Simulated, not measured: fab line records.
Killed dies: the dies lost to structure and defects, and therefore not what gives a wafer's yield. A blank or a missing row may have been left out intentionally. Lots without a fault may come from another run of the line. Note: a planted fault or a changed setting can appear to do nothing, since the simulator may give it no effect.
Comparing a struck lot with a sound one + flow sfq-line + 13 out of 325 route steps
Sound: these wafers, L413.1, L413.4, L413.5. Struck: wafer L417.3. (L417.4, L417.5 of the same lot were not struck and are left out.) The cause comes at the end.
For every step that has rows: the tool of each side, followed by ch and its chambers, followed by its first start. Under that, the readings that differ: sound wafers + struck wafers + difference of the means + sigmas: that difference in standard deviations of wafers without a fault.
alike: same words and numbers on both sides, and readings whose means sit less than 2 such deviations apart. not compared: any withheld reading, any reading some wafer has no value for, any bound like >300 that may hide the same value, and any number with overlapping values for which the record gives no deviation.
Wherever a step has rows on one side only, a row that says differs or no value, or a row with sigmas, the two part there. When numbers do not overlap yet have no deviation, they are printed without sigmas and do not part them. A reading missing from all wafers of one side parts the sides only when that side holds two or more wafers.

first, 1 step without rows for these wafers: SFQ_TRILAYER_M0_DEP_PRE_CLEAN_020 (time 15 s).
SFQ_TRILAYER_M0_DEP_SPUTTER_019: material Nb, target thk 200 nm, time 133.3 s.
  sound on pvd-sputter-04, day 11 13:43; struck on pvd-sputter-06, day 13 00:01
  alike: throttle-valve-pct
SFQ_M0_RS_MEAS_904: measurement is done with a four-point probe.
  sound on film-metro-04, day 11 13:48; struck on film-metro-03, day 13 00:08
  alike: M0_NB_RS
then, 6 steps without rows for these wafers: SFQ_TRILAYER_M0_LITHO_COAT_026 (resist thk 62 nm); SFQ_TRILAYER_M0_LITHO_COAT_021 (resist thk 600 nm); SFQ_TRILAYER_M0_LITHO_SOFTBAKE_025; SFQ_TRILAYER_M0_LITHO_EXPOSE_022 (exposes mask M0, target cd 500 nm); SFQ_TRILAYER_M0_LITHO_PEB_024 (peb time 60 s); SFQ_TRILAYER_M0_LITHO_DEVELOP_023 (time 60 s).
-- the record jumps here: 5 days lie between the struck wafers' starts before and after --
SFQ_M0_OVL_MEAS_906:
  sound on overlay-01, day 16 07:18; struck on overlay-01, day 18 03:43
  alike: M0_OVL
SFQ_TRILAYER_M0_BARC_OPEN_METAL_ETCH_031: etches BARC in O2, target depth 125 nm, time 41.7 s.
  sound on rie-metal-03 ch 0,1, day 16 07:20; struck on rie-metal-03 ch 0, day 18 03:46
  alike: drypump-motor-current-A, oes-product-au, run-length-s
  not compared: rf-hours-counter-h
SFQ_TRILAYER_M0_ETCH_METAL_ETCH_024: etches Nb in Cl2/Ar, stops on SiO2, target depth 240 nm, time 120 s.
  sound on rie-metal-03 ch 0,1, day 16 07:24; struck on rie-metal-03 ch 0, day 18 03:50
| reading                                             | sound             | struck | difference | sigmas |
|-----------------------------------------------------|-------------------|--------|------------|--------|
| run-length-s (s)                                    | 148.7 148.7 148.7 | 153.8  | +5.1       | +9     |
| model.KrF_of_TRILAYER_M0_LITHO_COAT_021.thk-nm (nm) | 377.7 379.7 380.4 | 371.1  | -8.2       |        |
| model.SiO2_of_TRILAYER_L0_CAP_PECVD_011.thk-nm (nm) | 54.85 55.73 55.13 | 53     | -2         |        |
  alike: drypump-motor-current-A, oes-product-au
  not compared: rf-hours-counter-h
SFQ_TRILAYER_M0_STRIP_STRIP_025: strips in O2.
  sound on rie-metal-03 ch 0,1, day 16 07:31; struck on rie-metal-03 ch 0, day 18 04:07
  alike: drypump-motor-current-A, oes-product-au
  not compared: rf-hours-counter-h

== WHERE THEY PART ==
Only at SFQ_TRILAYER_M0_ETCH_METAL_ETCH_024, within this record. Later steps at which nothing parts them and some readings are alike: SFQ_TRILAYER_M0_STRIP_STRIP_025.

WHY: the cause the simulator had injected
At SFQ_TRILAYER_M0_ETCH_METAL_ETCH_024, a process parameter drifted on rie-metal-03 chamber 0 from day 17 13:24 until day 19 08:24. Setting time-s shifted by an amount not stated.
